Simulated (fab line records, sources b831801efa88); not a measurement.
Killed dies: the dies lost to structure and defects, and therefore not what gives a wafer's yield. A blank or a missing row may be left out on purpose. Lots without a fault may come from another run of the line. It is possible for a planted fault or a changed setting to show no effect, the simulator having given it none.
Matching of chambers :: flow sky130 :: 4 sister chambers for SKY_FIELD_ISO_ETCH_17 on rie si-01
The step etches Si in HBr/Cl2/O2, target depth 342 nm, time 97.7 s. 4 wafers are shown with their chamber, then 7 later ones without.

== EACH WAFER AND ITS CHAMBER ==
wafer: L776.1
chamber: 1
drypump motor current A (A): 6.14

wafer: L776.6
chamber: 0
drypump motor current A (A): 5.90

wafer: L778.3
chamber: 2
drypump motor current A (A): 5.95

wafer: L778.5
chamber: 3
drypump motor current A (A): 5.77

== WAFERS WITHOUT THEIR CHAMBER ==
wafer: L778.6
drypump motor current A (A): 5.88

wafer: L791.2
drypump motor current A (A): 5.88

wafer: L791.4
drypump motor current A (A): 6.02

wafer: L791.5
drypump motor current A (A): 5.85

wafer: L792.1
drypump motor current A (A): 6.14

wafer: L792.2
drypump motor current A (A): 6.01

wafer: L792.3
drypump motor current A (A): 5.88

== WHICH CHAMBER EACH WENT THROUGH ==
wafer: L778.6
from the rows above: can't be placed: 0 or 2
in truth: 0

wafer: L791.2
from the rows above: can't be placed: 0 or 2
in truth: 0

wafer: L791.4
from the rows above: can't be placed: 2 or 0 or 1
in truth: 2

wafer: L791.5
from the rows above: can't be placed: 0 or 3 or 2
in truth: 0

wafer: L792.1
from the rows above: 1
in truth: 1

wafer: L792.2
from the rows above: can't be placed: 2 or 0 or 1
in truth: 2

wafer: L792.3
from the rows above: can't be placed: 0 or 2
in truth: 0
Placed correctly: 1 of 7. Can't be placed from these rows: 6 (the true chamber is among the candidates in 6). Wrongly placed: 0.
How it was worked out, from the rows above alone: a wafer's distance from a chamber is the root of the sum, over the readings, of the square of ((its reading less the chamber's mean) divided by the reading's scatter). If the next closest chamber is less than 2 further off than the closest, the wafer can't be placed; otherwise it belongs to the closest. For every chamber, the mean is computed from those of its wafers that are shown. The scatter (one wafer shown for each chamber): square how far every hidden wafer sits from the nearest shown wafer, average those squares and take the square root.
